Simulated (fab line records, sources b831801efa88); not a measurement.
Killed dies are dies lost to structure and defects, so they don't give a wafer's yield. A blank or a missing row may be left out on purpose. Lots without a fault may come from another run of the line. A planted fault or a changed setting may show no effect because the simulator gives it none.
Which tool did it? | flow sky130 | 12 lots, 36 wafers sampled, at 6 steps of a route of 708

WHAT THE GAUGES READ, wafer by wafer
SKY_LDD_LDN_TW_MEAS_13.
lot  | measured     | on            | LDD_LDN_TW
L467 | day 22 15:29 | film_metro-04 | 1478 1478 1476
L468 | day 23 02:32 | film_metro-04 | 1483 1482 1484
L469 | day 23 13:29 | film_metro-02 | 1484 1484 1479
L470 | day 24 00:08 | film_metro-04 | 1478 1473 1476
L472 | day 25 01:41 | film_metro-02 | 1479 1476 1478
L473 | day 25 06:32 | film_metro-03 | 1486 1487 1479
L479 | day 27 09:35 | film_metro-04 | 1489 1490 1492
L483 | day 28 14:38 | film_metro-03 | 1471 1475 1485
L484 | day 28 19:44 | film_metro-02 | 1488 1484 1479
L486 | day 29 15:59 | film_metro-03 | 1486 1488 1482
L489 | day 30 16:26 | film_metro-03 | 1499 1494 1501
L490 | day 30 23:41 | film_metro-04 | 1484 1487 1489

SKY_SD_P_OVL_MEAS_08.
lot  | measured     | on         | SD_P_OVL (nm)
L467 | day 25 05:43 | overlay-02 | -3.6 -0.1 -0.1
L468 | day 25 15:10 | overlay-01 | 0.5 0.5 0.1
L469 | day 26 02:46 | overlay-01 | -0.3 -0.3 -1.4
L470 | day 26 13:13 | overlay-01 | -0.6 -0.7 -1.6
L472 | day 27 15:01 | overlay-01 | 0.3 -1.8 0.1
L473 | day 27 17:49 | overlay-01 | -0.4 0.6 1.3
L479 | day 29 19:56 | overlay-01 | 2.2 1.9 0.1
L483 | day 31 00:04 | overlay-01 | 0.6 1.8 2.1
L484 | day 31 09:22 | overlay-01 | 0.5 0.7 1.9
L486 | day 32 02:10 | overlay-01 | -2.1 0.1 -3.5
L489 | day 33 01:28 | overlay-01 | 3.0 1.0 1.2
L490 | day 33 08:52 | overlay-01 | -0.1 -0.6 -0.7

SKY_LI_CONTACT_RS_MEAS_22: measures by four-point-probe.
lot  | measured     | on            | LI_CONTACT_W_RS (ohm/sq)
L467 | day 28 22:25 | film_metro-02 | 0.284 0.281 0.286
L468 | day 29 08:22 | film_metro-04 | 0.288 0.287 0.287
L469 | day 29 20:16 | film_metro-01 | 0.282 0.280 0.282
L470 | day 30 05:00 | film_metro-04 | 0.286 0.286 0.286
L472 | day 31 06:14 | film_metro-01 | 0.285 0.266 0.264
L473 | day 31 08:57 | film_metro-04 | 0.288 0.267 0.270
L479 | day 33 08:14 | film_metro-01 | 0.290 0.291 0.282
L483 | day 34 12:31 | film_metro-02 | 0.291 0.281 0.280
L484 | day 34 21:13 | film_metro-04 | 0.296 0.284 0.292
L486 | day 35 12:44 | film_metro-01 | 0.293 0.292 0.292
L489 | day 36 10:53 | film_metro-02 | 0.280 0.291 0.284
L490 | day 36 17:11 | film_metro-01 | 0.286 0.283 0.287

SKY_LI_CONTACT_THK_MEAS_23: measures by xrf.
lot  | measured     | on            | LI_CONTACT_W_THK (nm)
L467 | day 28 22:32 | film_metro-02 | 412 422 412
L468 | day 29 08:29 | film_metro-04 | 395 397 398
L469 | day 29 20:23 | film_metro-01 | 409 415 411
L470 | day 30 05:07 | film_metro-04 | 404 405 403
L472 | day 31 06:21 | film_metro-01 | 406 432 435
L473 | day 31 09:04 | film_metro-04 | 398 428 424
L479 | day 33 08:21 | film_metro-01 | 404 401 413
L483 | day 34 12:38 | film_metro-02 | 403 417 416
L484 | day 34 21:20 | film_metro-04 | 395 411 400
L486 | day 35 12:51 | film_metro-01 | 401 400 401
L489 | day 36 11:01 | film_metro-02 | 423 406 413
L490 | day 36 17:17 | film_metro-01 | 406 408 402

WHICH TOOL RAN EACH LOT (tool, then ch and the chambers of the sampled wafers, then the start)
lot  | SKY_LI_CONTACT_ETCH_14             | SKY_LI_CONTACT_CVD_21
L467 | rie_diel-01 ch 0,2,3, day 28 21:44 | cvd_w-01 ch 0,1, day 28 22:17
L468 | rie_diel-03 ch 0,1,2, day 29 07:40 | cvd_w-01 ch 0,1, day 29 08:14
L469 | rie_diel-03 ch 1,2,3, day 29 19:33 | cvd_w-01 ch 0,1, day 29 20:07
L470 | rie_diel-01 ch 0,3, day 30 04:18   | cvd_w-01 ch 0,1, day 30 04:52
L472 | rie_diel-02 ch 0,3, day 31 05:32   | cvd_w-01 ch 0,1, day 31 06:06
L473 | rie_diel-02 ch 1,2,3, day 31 08:15 | cvd_w-01 ch 0,1, day 31 08:49
L479 | rie_diel-03 ch 1,2,3, day 33 07:33 | cvd_w-02 ch 0,1, day 33 08:07
L483 | rie_diel-01 ch 0,1,2, day 34 11:50 | cvd_w-02 ch 0,1, day 34 12:23
L484 | rie_diel-02 ch 0,1,3, day 34 20:30 | cvd_w-02 ch 0,1, day 34 21:05
L486 | rie_diel-01 ch 0,2,3, day 35 12:03 | cvd_w-01 ch 1, day 35 12:37
L489 | rie_diel-02 ch 0,2,3, day 36 10:13 | cvd_w-02 ch 0,1, day 36 10:46
L490 | rie_diel-03 ch 1,2,3, day 36 16:29 | cvd_w-01 ch 0,1, day 36 17:02
- SKY_LI_CONTACT_ETCH_14: etches BARC in N2/H2, stops on SiO2, time 45.9 s, target depth 60 nm.
- SKY_LI_CONTACT_CVD_21: deposits W, target thk 400 nm, time 120.56 s.

WHAT THE TOOLS THEMSELVES READ (means of the sampled wafers that have a number; where no wafer has one, the mark that the record gives instead)
SKY_LI_CONTACT_ETCH_14.
lot  | tool        | drypump_motor_current_A (A) | oes_product_au (a.u.) | throttle_valve_pct (%)
L467 | rie_diel-01 | 5.83                        | 0.854                 | 13.228
L468 | rie_diel-03 | 5.79                        | 0.853                 | 13.224
L469 | rie_diel-03 | 5.64                        | 0.853                 | 13.224
L470 | rie_diel-01 | 5.58                        | 0.851                 | 13.215
L472 | rie_diel-02 | 5.97                        | 0.858                 | 13.226
L473 | rie_diel-02 | 5.66                        | 0.852                 | 13.221
L479 | rie_diel-03 | 5.64                        | 0.856                 | 13.216
L483 | rie_diel-01 | 5.94                        | 0.852                 | 13.226
L484 | rie_diel-02 | 5.70                        | 0.855                 | 13.226
L486 | rie_diel-01 | 5.83                        | 0.852                 | 13.227
L489 | rie_diel-02 | 5.95                        | 0.853                 | 13.232
L490 | rie_diel-03 | 5.62                        | 0.851                 | 13.221

SKY_LI_CONTACT_CVD_21.
lot  | tool     | heater_power_w (W) | susceptor_temp_C (C)
L467 | cvd_w-01 | 795                | 400.03
L468 | cvd_w-01 | 784                | 399.99
L469 | cvd_w-01 | 780                | 399.98
L470 | cvd_w-01 | 779                | 400.35
L472 | cvd_w-01 | 809                | 402.28
L473 | cvd_w-01 | 796                | 401.86
L479 | cvd_w-02 | 894                | 400.05
L483 | cvd_w-02 | 896                | 400.04
L484 | cvd_w-02 | 910                | 399.97
L486 | cvd_w-01 | 762                | 400.10
L489 | cvd_w-02 | 915                | 399.95
L490 | cvd_w-01 | 796                | 399.87

THE ANSWER, worked out from the rows above alone
Rule: what is usual is taken from the lots themselves. Put in order of their means at a reading, lots are off if they are a third of the lots or fewer, leave a main group of 4 or more, and stand apart from it by a gap of 3 or more times the standard deviation of the main group's means; of several such gaps the widest counts. A main group whose means are all the same, to the digits that the tables above print for the reading, isn't used. A lot without any number at a reading at which 4 lots or more have one is off too. The other lots that the step has rows for count as sound. The gauges are gone through in route order, then the tools' own readings, and for those a lot's mean is taken as printed above. The first step at which some lot is off is used, and at that step the reading that is off furthest; a lot without a number counts as furthest.
Off: L472, L473, at SKY_LI_CONTACT_CVD_21 (susceptor_temp_C). The main group: mean 400.03 C, standard deviation 0.12.
A tool fits if, at that step or a process step before it, it ran every lot that is off, and no sound lot after the first of them. None of those tried fits.

WHAT THE SIMULATOR HAD PUT IN
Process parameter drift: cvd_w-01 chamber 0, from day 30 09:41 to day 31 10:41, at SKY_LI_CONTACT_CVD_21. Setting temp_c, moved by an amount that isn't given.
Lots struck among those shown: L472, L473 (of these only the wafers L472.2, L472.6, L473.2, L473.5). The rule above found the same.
